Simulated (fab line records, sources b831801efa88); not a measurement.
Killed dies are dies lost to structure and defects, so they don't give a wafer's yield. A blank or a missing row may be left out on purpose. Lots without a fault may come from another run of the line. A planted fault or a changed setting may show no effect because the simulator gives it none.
fab line records | flow gf180mcu
record lots=24 wafers=72 last_day=34
route steps=602 shown V2@384 V3@454 MIM@510 V5@555 TOP_METAL@584
lots that met no fault: from a run of the same line without faults
start_h: hours from the record's first day to the start of the lot's first wafer shown | wait_h: hours since the lot's step before | " the same as in the row above | L1.1+2: a row that stands for several wafers | - no value, or no start given | * or withheld: withheld | < > ~ a bound
route shown NAME@n: a module of which the file shows steps, and the number in the route of the first | usual: mean/standard deviation of fault-free wafers | same: alike in all rows | chamber/n: place in a boat | sites: the reading at each site | _std_site: their standard deviation | _edge_site: outer sites' mean less inner sites' | radius_mm: how far each site lies from the wafer's centre | mask NAME#n: copy n | behind: the tool/chamber that last shaped the wafer | hold: why the lot was held/for how many hours/how that ended | device: the transistor (n, p or np) that didn't switch | end of line: the same wafers' tests at the end of the route | a step without rows: its recipe alone | killed: dies lost to structure and defects at the first sort, not the wafer's yield | map: a wafer's dies, x killed, . not, _ none there
set.NAME: the setting as run; set.NAME@STEP: as run at that earlier step | model.NAME: the simulator's own value behind a step, which no gauge read
steps of the route over a sample of lots; a table a step, a row a wafer
services: from which hour (start_h, from the record's first day; less than 0 if before it) a tool's chamber was out of use, for how many hours, and why
## steps
# step GF_V2_CVD_02
# recipe material=SiO2 target_thk_nm=850 precursor=TEOS temp_c=400 time_s=94.851 rf_w=600
# usual heater_power_w=594/57 susceptor_temp_C=399.98/0.23
# columns lot.wafer tool chamber start_h wait_h heater_power_w susceptor_temp_C
L074.2 pecvd-02 2 437.11 0.0 514 400.35
L074.4 " 0 " " 650 400.18
L074.6 " 2 " " 538 399.97
L075.2 pecvd-04 0 446.34 0.0 565 399.67
L075.3 " 2 " " 541 399.73
L075.6 " 2 " " 600 400.36
L076.1 pecvd-02 0 458.08 0.1 655 399.93
L076.4 " 0 " " 701 399.90
L076.5 " 1 " " 637 399.98
L077.3 pecvd-03 2 468.72 0.0 699 400.02
L077.5 " 0 " " 546 400.02
L077.6 " 2 " " 562 400.38
L078.3 pecvd-04 1 478.19 0.0 676 399.83
L078.4 " 1 " " 552 400.06
L078.6 " 2 " " 634 400.15
L079.1 pecvd-04 0 488.12 0.1 558 400.08
L079.3 " 2 " " 535 399.93
L079.6 " 1 " " 644 399.79
L080.3 pecvd-02 2 490.77 0.0 488 399.98
L080.4 " 0 " " 566 400.10
L080.6 " 1 " " 515 399.94
L081.1 pecvd-04 0 508.91 0.1 567 400.21
L081.2 " 2 " " 566 400.35
L081.3 " 1 " " 633 399.98
L082.1 pecvd-03 1 509.24 0.1 574 399.99
L082.4 " 0 " " 703 399.89
L082.6 " 2 " " 706 399.98
L083.3 pecvd-03 1 524.49 0.0 549 400.19
L083.4 " 1 " " 591 399.82
L083.5 " 2 " " 645 399.79
L084.1 pecvd-04 2 529.74 0.1 619 400.01
L084.2 " 0 " " 526 399.88
L084.5 " 2 " " 644 399.61
L085.2 pecvd-04 2 543.71 0.0 583 400.07
L085.4 " 1 " " 693 399.82
L085.6 " 2 " " 620 400.58
L086.1 pecvd-02 1 546.30 0.1 530 400.14
L086.2 " 2 " " 555 399.43
L086.4 " 0 " " 694 399.59
L087.3 pecvd-04 0 552.15 0.1 542 399.85
L087.4 " 2 " " 641 400.13
L087.6 " 2 " " 514 400.03
L088.1 pecvd-02 0 563.31 0.1 599 399.59
L088.3 " 1 " " 564 399.55
L088.4 " 1 " " 604 399.71
L089.2 pecvd-04 1 567.85 0.0 599 399.84
L089.3 " 0 " " 553 399.67
L089.5 " 0 " " 569 400.18
L090.3 pecvd-02 1 572.95 0.0 528 400.16
L090.4 " 2 " " 593 399.81
L090.6 " 1 " " 590 399.88
L091.2 pecvd-02 1 582.40 0.0 531 400.35
L091.4 " 2 " " 450 400.16
L091.6 " 0 " " 656 400.17
L092.1 pecvd-04 0 589.94 0.1 582 399.67
L092.2 " 2 " " 584 400.43
L092.4 " 2 " " 614 400.48
L093.1 pecvd-04 1 598.86 0.1 673 399.80
L093.3 " 2 " " 588 399.92
L093.4 " 0 " " 559 400.09
L094.1 pecvd-02 2 608.08 0.1 537 399.83
L094.3 " 0 " " 566 399.87
L094.6 " 0 " " 635 400.00
L095.1 pecvd-04 1 613.46 0.1 671 400.46
L095.2 " 0 " " 564 400.36
L095.3 " 2 " " 652 399.97
L096.3 pecvd-02 1 616.87 0.0 514 399.83
L096.5 " 2 " " 563 400.49
L096.6 " 1 " " 575 400.00
L097.1 pecvd-04 0 631.80 0.1 477 399.62
L097.2 " 1 " " 635 400.05
L097.4 " 1 " " 663 399.67
# step GF_V2_BOW_MEAS_05
# recipe mode=bow
# usual V2_BOW=100/7.1
# columns lot.wafer tool chamber start_h wait_h V2_BOW[um]
L074.2 film_metro-01 - 437.56 0.2 94
L074.4 " - " " 98
L074.6 " - " " 102
L075.2 film_metro-02 - 446.78 0.2 93
L075.3 " - " " 89
L075.6 " - " " 102
L076.1 film_metro-01 - 458.51 0.1 98
L076.4 " - " " 97
L076.5 " - " " 106
L077.3 film_metro-04 - 469.19 0.3 107
L077.5 " - " " 101
L077.6 " - " " 109
L078.3 film_metro-02 - 478.66 0.1 98
L078.4 " - " " 92
L078.6 " - " " 98
L079.1 film_metro-01 - 488.55 0.2 103
L079.3 " - " " 99
L079.6 " - " " 98
L080.3 film_metro-02 - 491.24 0.2 108
L080.4 " - " " 105
L080.6 " - " " 99
L081.1 film_metro-01 - 509.33 0.1 107
L081.2 " - " " 97
L081.3 " - " " 95
L082.1 film_metro-01 - 509.67 0.2 103
L082.4 " - " " 91
L082.6 " - " " 98
L083.3 film_metro-01 - 524.96 0.1 108
L083.4 " - " " 96
L083.5 " - " " 104
L084.1 film_metro-01 - 530.17 0.1 103
L084.2 " - " " 110
L084.5 " - " " 94
L085.2 film_metro-02 - 544.16 0.1 99
L085.4 " - " " 110
L085.6 " - " " 110
L086.1 film_metro-02 - 546.73 0.1 101
L086.2 " - " " 101
L086.4 " - " " 98
L087.3 film_metro-04 - 552.62 0.2 109
L087.4 " - " " 102
L087.6 " - " " 104
L088.1 film_metro-04 - 563.74 0.2 87
L088.3 " - " " 83
L088.4 " - " " 88
L089.2 film_metro-02 - 568.30 0.2 102
L089.3 " - " " 91
L089.5 " - " " 97
L090.3 film_metro-02 - 573.42 0.2 95
L090.4 " - " " 106
L090.6 " - " " 112
L091.2 film_metro-01 - 582.85 0.1 103
L091.4 " - " " 99
L091.6 " - " " 89
L092.1 film_metro-01 - 590.37 0.2 100
L092.2 " - " " 98
L092.4 " - " " 105
L093.1 film_metro-04 - 599.35 0.2 95
L093.3 " - " " 87
L093.4 " - " " 87
L094.1 film_metro-04 - 608.52 0.1 91
L094.3 " - " " 93
L094.6 " - " " 91
L095.1 film_metro-01 - 613.89 0.2 105
L095.2 " - " " 110
L095.3 " - " " 105
L096.3 film_metro-04 - 617.34 0.1 93
L096.5 " - " " 84
L096.6 " - " " 100
L097.1 film_metro-04 - 632.23 0.2 100
L097.2 " - " " 109
L097.4 " - " " 105
# step GF_V3_THK_MEAS_25
# recipe thk_meas_gauge=xrf reads=W_of_V3_CVD_23
# usual V3_W_THK=349/5
# columns lot.wafer tool chamber start_h wait_h V3_W_THK[nm]
L074.2 film_metro-04 - 514.29 0.1 356
L074.4 " - " " 357
L074.6 " - " " 353
L075.2 film_metro-03 - 522.44 0.1 350
L075.3 " - " " 348
L075.6 " - " " 344
L076.1 film_metro-02 - 534.75 0.1 343
L076.4 " - " " 346
L076.5 " - " " 346
L077.3 film_metro-03 - 544.61 0.1 348
L077.5 " - " " 348
L077.6 " - " " 349
L078.3 film_metro-02 - 551.26 0.1 346
L078.4 " - " " 344
L078.6 " - " " 348
L079.1 film_metro-04 - 561.32 0.1 345
L079.3 " - " " 346
L079.6 " - " " 349
L080.3 film_metro-04 - 563.24 0.1 352
L080.4 " - " " 352
L080.6 " - " " 348
L081.1 film_metro-03 - 579.37 0.1 353
L081.2 " - " " 349
L081.3 " - " " 350
L082.1 film_metro-02 - 580.88 0.1 341
L082.4 " - " " 349
L082.6 " - " " 345
L083.3 film_metro-04 - 593.71 0.1 358
L083.4 " - " " 357
L083.5 " - " " 359
L084.1 film_metro-03 - 599.92 0.1 349
L084.2 " - " " 346
L084.5 " - " " 350
L085.2 film_metro-04 - 613.03 0.1 352
L085.4 " - " " 357
L085.6 " - " " 353
L086.1 film_metro-02 - 616.36 0.1 339
L086.2 " - " " 336
L086.4 " - " " 339
L087.3 film_metro-04 - 621.04 0.1 349
L087.4 " - " " 347
L087.6 " - " " 352
L088.1 film_metro-04 - 630.98 0.1 356
L088.3 " - " " 351
L088.4 " - " " 360
L089.2 film_metro-03 - 636.08 0.1 348
L089.3 " - " " 343
L089.5 " - " " 344
L090.3 film_metro-02 - 640.33 0.1 350
L090.4 " - " " 347
L090.6 " - " " 350
L091.2 film_metro-04 - 650.39 0.1 355
L091.4 " - " " 354
L091.6 " - " " 355
L092.1 film_metro-03 - 656.58 0.1 347
L092.2 " - " " 344
L092.4 " - " " 348
L093.1 film_metro-03 - 663.84 0.1 350
L093.3 " - " " 345
L093.4 " - " " 348
L094.1 film_metro-02 - 672.98 0.1 341
L094.3 " - " " 339
L094.6 " - " " 340
L095.1 film_metro-03 - 678.43 0.1 346
L095.2 " - " " 344
L095.3 " - " " 348
L096.3 film_metro-04 - 680.75 0.1 354
L096.5 " - " " 352
L096.6 " - " " 352
L097.1 film_metro-03 - 694.78 0.1 355
L097.2 " - " " 355
L097.4 " - " " 351
# step GF_MIM_SPUTTER_07
# recipe material=TiN target_thk_nm=60 power_w=6500 time_s=50 chamber_pressure_pa=0.4
# usual cathode_dc_power_W=6500.0/1.1 throttle_valve_pct=30.1/0.86
# columns lot.wafer tool chamber start_h wait_h cathode_dc_power_W throttle_valve_pct
L074.2 pvd_sputter-01 - 562.94 0.0 6500.1 30.0
L074.4 " - " " 6499.9 29.8
L074.6 " - " " 6502.0 31.8
L075.2 pvd_sputter-01 - 571.51 0.0 6500.9 29.8
L075.3 " - " " 6499.0 30.4
L075.6 " - " " 6500.8 30.6
L076.1 pvd_sputter-02 - 582.88 0.1 6500.7 28.9
L076.4 " - " " 6499.0 30.5
L076.5 " - " " 6500.1 30.7
L077.3 pvd_sputter-02 - 592.06 0.0 6500.6 30.6
L077.5 " - " " 6501.0 30.7
L077.6 " - " " 6500.2 30.1
L078.3 pvd_sputter-01 - 598.75 0.0 6498.3 29.9
L078.4 " - " " 6500.4 31.6
L078.6 " - " " 6498.7 29.9
L079.1 pvd_sputter-04 - 608.77 0.1 6501.3 28.9
L079.3 " - " " 6498.4 28.4
L079.6 " - " " 6499.5 28.6
L080.3 pvd_sputter-04 - 609.73 0.0 6500.9 31.3
L080.4 " - " " 6501.9 30.5
L080.6 " - " " 6498.3 31.6
L081.1 pvd_sputter-04 - 624.80 0.1 6502.3 28.6
L081.2 " - " " 6501.6 31.7
L081.3 " - " " 6500.6 30.2
L082.1 pvd_sputter-04 - 626.38 0.1 6499.6 28.6
L082.4 " - " " 6498.0 28.6
L082.6 " - " " 6500.8 29.1
L083.3 pvd_sputter-01 - 638.98 0.0 6497.4 29.7
L083.4 " - " " 6499.2 29.8
L083.5 " - " " 6499.2 29.7
L084.1 pvd_sputter-04 - 644.05 0.1 6499.1 31.3
L084.2 " - " " 6499.6 28.8
L084.5 " - " " 6501.5 29.0
L085.2 pvd_sputter-02 - 657.50 0.0 6499.7 28.7
L085.4 " - " " 6498.7 30.1
L085.6 " - " " 6500.0 30.3
L086.1 pvd_sputter-02 - 660.65 0.1 6499.9 30.1
L086.2 " - " " 6499.6 28.9
L086.4 " - " " 6499.3 30.1
L087.3 pvd_sputter-02 - 664.20 0.0 6500.8 29.9
L087.4 " - " " 6499.8 30.4
L087.6 " - " " 6499.7 30.6
L088.1 pvd_sputter-02 - 673.95 0.1 6498.9 29.9
L088.3 " - " " 6499.8 28.9
L088.4 " - " " 6499.0 30.1
L089.2 pvd_sputter-02 - 679.53 0.0 6499.3 30.1
L089.3 " - " " 6499.4 30.6
L089.5 " - " " 6498.9 30.3
L090.3 pvd_sputter-01 - 682.80 0.0 6500.3 29.7
L090.4 " - " " 6500.7 30.5
L090.6 " - " " 6500.6 29.7
L091.2 pvd_sputter-01 - 691.63 0.0 6498.1 30.5
L091.4 " - " " 6501.7 29.8
L091.6 " - " " 6499.4 31.7
L092.1 pvd_sputter-01 - 698.59 0.1 6501.4 29.7
L092.2 " - " " 6498.8 31.8
L092.4 " - " " 6501.3 29.8
L093.1 pvd_sputter-02 - 706.31 0.1 6500.0 29.1
L093.3 " - " " 6500.4 30.1
L093.4 " - " " 6500.8 30.4
L094.1 pvd_sputter-02 - 714.51 0.1 6498.6 30.6
L094.3 " - " " 6500.3 30.2
L094.6 " - " " 6498.0 30.4
L095.1 pvd_sputter-01 - 718.50 0.1 6499.1 29.9
L095.2 " - " " 6503.5 30.6
L095.3 " - " " 6500.3 29.8
L096.3 pvd_sputter-04 - 721.90 0.0 6499.3 28.7
L096.5 " - " " 6498.2 28.7
L096.6 " - " " 6497.8 30.3
L097.1 pvd_sputter-02 - 733.99 0.1 6500.1 30.5
L097.2 " - " " 6499.0 30.1
L097.4 " - " " 6501.1 30.1
# step GF_V5_OVL_MEAS_15
# usual V5_OVL=-1/5.6
# columns lot.wafer tool chamber start_h wait_h V5_OVL[nm]
L074.2 overlay-02 - 628.11 0.1 7
L074.4 " - " " 9
L074.6 " - " " 11
L075.2 overlay-02 - 635.66 0.1 -15
L075.3 " - " " -11
L075.6 " - " " -11
L076.1 overlay-02 - 647.54 0.1 -1
L076.4 " - " " 2
L076.5 " - " " 1
L077.3 overlay-01 - 655.36 0.1 -3
L077.5 " - " " 4
L077.6 " - " " -1
L078.3 overlay-02 - 661.40 0.1 -3
L078.4 " - " " -8
L078.6 " - " " -3
L079.1 overlay-01 - 670.74 0.1 4
L079.3 " - " " 0
L079.6 " - " " -5
L080.3 overlay-01 - 671.61 0.1 7
L080.4 " - " " -2
L080.6 " - " " 1
L081.1 overlay-02 - 686.05 0.1 -1
L081.2 " - " " -1
L081.3 " - " " 3
L082.1 overlay-01 - 686.15 0.1 1
L082.4 " - " " -9
L082.6 " - " " -6
L083.3 overlay-01 - 699.90 0.1 4
L083.4 " - " " 0
L083.5 " - " " 12
L084.1 overlay-01 - 703.55 0.1 -1
L084.2 " - " " -5
L084.5 " - " " -4
L085.2 overlay-02 - 714.75 0.1 0
L085.4 " - " " -3
L085.6 " - " " -3
L086.1 overlay-01 - 719.29 0.1 1
L086.2 " - " " -2
L086.4 " - " " 0
L087.3 overlay-01 - 722.30 0.1 -2
L087.4 " - " " 6
L087.6 " - " " 3
L088.1 overlay-02 - 730.30 0.1 -4
L088.3 " - " " 0
L088.4 " - " " 1
L089.2 overlay-01 - 735.30 0.1 13
L089.3 " - " " 7
L089.5 " - " " 8
L090.3 overlay-02 - 738.36 0.1 8
L090.4 " - " " 1
L090.6 " - " " 3
L091.2 overlay-02 - 746.15 0.1 1
L091.4 " - " " 5
L091.6 " - " " 3
L092.1 overlay-02 - 753.40 0.1 -12
L092.2 " - " " -9
L092.4 " - " " -11
L093.1 overlay-02 - 760.15 0.1 -8
L093.3 " - " " 1
L093.4 " - " " 3
L094.1 overlay-01 - 767.59 0.1 -9
L094.3 " - " " -6
L094.6 " - " " -7
L095.1 overlay-01 - 770.40 0.1 0
L095.2 " - " " 1
L095.3 " - " " -2
L096.3 overlay-02 - 774.16 0.1 0
L096.5 " - " " -3
L096.6 " - " " 1
L097.1 overlay-01 - 784.24 0.1 -11
L097.2 " - " " -7
L097.4 " - " " -2
# step GF_TOP_METAL_STRIP_17
# recipe chemistry=O2/N2 power_w=1400 pressure_mtorr=1500 platen_temp_c=250 o2_flow_sccm=3000 n2_flow_sccm=300 overash_fraction=0.5
# usual drypump_motor_current_A=5.5/0.45 heater_power_w=335/30 oes_product_au=0.711/0.0042 strip_time_to_endpoint_s=13.44/0.1
# columns lot.wafer tool chamber start_h wait_h drypump_motor_current_A heater_power_w oes_product_au rf_hours_counter_h strip_time_to_endpoint_s
L074.2 plasma_asher-02 1 649.86 0.1 5.2 308 0.711 84 13.51
L074.4 " 1 " " 5.2 306 0.713 - 13.36
L074.6 " 1 " " 5.2 309 0.714 - 13.34
L075.2 plasma_asher-03 0 657.57 0.2 6.6 303 0.708 106 13.53
L075.3 " 1 " " 5.4 373 0.717 - 13.48
L075.6 " 0 " " 6.6 305 0.716 - 13.44
L076.1 plasma_asher-03 1 668.75 0.1 5.4 355 0.705 108 13.64
L076.4 " 0 " " 6.6 307 0.708 - 13.63
L076.5 " 0 " " 6.6 299 0.710 - 13.51
L077.3 plasma_asher-04 0 676.29 0.1 5.4 320 0.714 - 13.52
L077.5 " 1 " " 5.3 382 0.713 - 13.51
L077.6 " 0 " " 5.4 330 0.717 - 13.43
L078.3 plasma_asher-02 1 682.48 0.1 5.2 302 0.714 - 13.18
L078.4 " 0 " " 5.3 331 0.710 - 13.36
L078.6 " 1 " " 5.2 309 0.713 - 13.19
L079.1 plasma_asher-03 0 691.00 0.1 6.6 309 0.709 110 13.23
L079.3 " 1 " " 5.3 362 0.710 - 13.46
L079.6 " 1 " " 5.4 364 0.701 - 13.27
L080.3 plasma_asher-03 0 692.14 0.1 6.5 303 0.709 - 13.44
L080.4 " 1 " " 5.3 365 0.713 - 13.41
L080.6 " 0 " " 6.5 295 0.716 - 13.42
L081.1 plasma_asher-04 1 706.11 0.1 5.3 385 0.709 30 13.44
L081.2 " 0 " " 5.3 322 0.712 30 13.36
L081.3 " 1 " " 5.3 383 0.707 - 13.44
L082.1 plasma_asher-03 0 706.41 0.1 6.5 311 0.717 111 13.29
L082.4 " 0 " " 6.5 300 0.704 - 13.33
L082.6 " 0 " " 6.5 300 0.704 - 13.58
L083.3 plasma_asher-03 1 720.25 0.2 5.3 362 0.708 - 13.45
L083.4 " 0 " " 6.5 308 0.711 - 13.41
L083.5 " 0 " " 6.5 313 0.708 - 13.47
L084.1 plasma_asher-04 0 723.81 0.1 5.3 328 0.709 32 13.49
L084.2 " 1 " " 5.3 400 0.716 32 13.65
L084.5 " 0 " " 5.3 322 0.714 - 13.62
L085.2 plasma_asher-02 1 734.45 0.1 5.2 308 0.708 93 13.47
L085.4 " 1 " " 5.2 305 0.707 - 13.44
L085.6 " 1 " " 5.2 308 0.702 - 13.51
L086.1 plasma_asher-04 0 738.11 0.1 5.3 328 0.713 34 13.37
L086.2 " 1 " " 5.3 388 0.706 34 13.56
L086.4 " 0 " " 5.3 320 0.711 - 13.43
L087.3 plasma_asher-04 1 741.14 0.1 5.4 386 0.710 - 13.49
L087.4 " 0 " " 5.3 324 0.710 - 13.37
L087.6 " 1 " " 5.3 390 0.706 - 13.50
L088.1 plasma_asher-02 1 749.05 0.1 5.2 307 0.713 95 13.27
L088.3 " 0 " " 5.2 333 0.702 - 13.40
L088.4 " 1 " " 5.2 303 0.714 - 13.29
L089.2 plasma_asher-02 1 754.30 0.1 5.2 308 0.709 96 13.51
L089.3 " 0 " " 5.3 330 0.713 - 13.53
L089.5 " 0 " " 5.2 335 0.718 - 13.32
L090.3 plasma_asher-04 0 757.33 0.1 5.3 319 0.713 - 13.29
L090.4 " 1 " " 5.4 375 0.717 - 13.45
L090.6 " 0 " " 5.4 313 0.710 - 13.24
L091.2 plasma_asher-02 0 764.15 0.1 5.2 338 0.715 97 13.33
L091.4 " 0 " " 5.2 345 0.715 - 13.37
L091.6 " 1 " " 5.2 311 0.701 - 13.29
L092.1 plasma_asher-02 0 771.15 0.1 5.2 335 0.705 98 13.35
L092.2 " 1 " " 5.2 308 0.717 98 13.55
L092.4 " 0 " " 5.2 339 0.706 - 13.40
L093.1 plasma_asher-02 0 778.06 0.1 5.2 337 0.706 99 13.47
L093.3 " 0 " " 5.3 326 0.706 - 13.49
L093.4 " 1 " " 5.2 312 0.702 - 13.43
L094.1 plasma_asher-03 1 785.10 0.1 5.4 359 0.711 5 13.53
L094.3 " 1 " " 5.4 349 0.709 - 13.52
L094.6 " 0 " " 6.5 304 0.705 - 13.39
L095.1 plasma_asher-04 0 788.55 0.1 5.3 324 0.711 40 13.58
L095.2 " 1 " " 5.3 383 0.711 40 13.68
L095.3 " 0 " " 5.3 324 0.708 - 13.57
L096.3 plasma_asher-02 1 791.43 0.1 5.2 308 0.708 - 13.41
L096.5 " 0 " " 5.2 338 0.716 - 13.40
L096.6 " 1 " " 5.2 304 0.712 - 13.46
L097.1 plasma_asher-04 1 801.34 0.1 5.4 397 0.715 42 13.29
L097.2 " 0 " " 5.4 329 0.716 42 13.44
L097.4 " 1 " " 5.3 394 0.716 - 13.24
## services
# columns tool chamber start_h hours kind
pvd_sputter-04 - 419.24 0.5 repair
plasma_asher-04 - 421.25 9.0 pm
plasma_asher-02 - 472.49 1.0 repair
pecvd-02 1 520.20 2.6 repair
pecvd-02 - 529.27 1.4 repair
pecvd-04 - 546.15 1.3 repair
pecvd-04 1 548.51 8.3 repair
pecvd-02 - 553.12 0.4 repair
pvd_sputter-04 - 582.65 2.1 repair
plasma_asher-03 - 610.44 0.4 repair
pvd_sputter-01 - 639.09 2.1 repair
pecvd-04 - 653.07 2.2 repair
pecvd-04 1 687.94 6.2 repair
pvd_sputter-01 - 694.86 0.5 repair
plasma_asher-04 - 700.79 3.7 repair
plasma_asher-03 - 702.67 2.8 pm
pecvd-04 1 716.69 6.4 repair
pvd_sputter-01 - 728.90 8.3 repair
plasma_asher-03 - 733.75 9.0 pm
pvd_sputter-02 - 752.51 0.6 repair
plasma_asher-04 - 772.08 0.6 repair
pecvd-02 - 784.94 5.5 pm
pvd_sputter-01 - 799.16 9.2 repair
pecvd-04 - 799.38 14.0 pm
## key
fault none
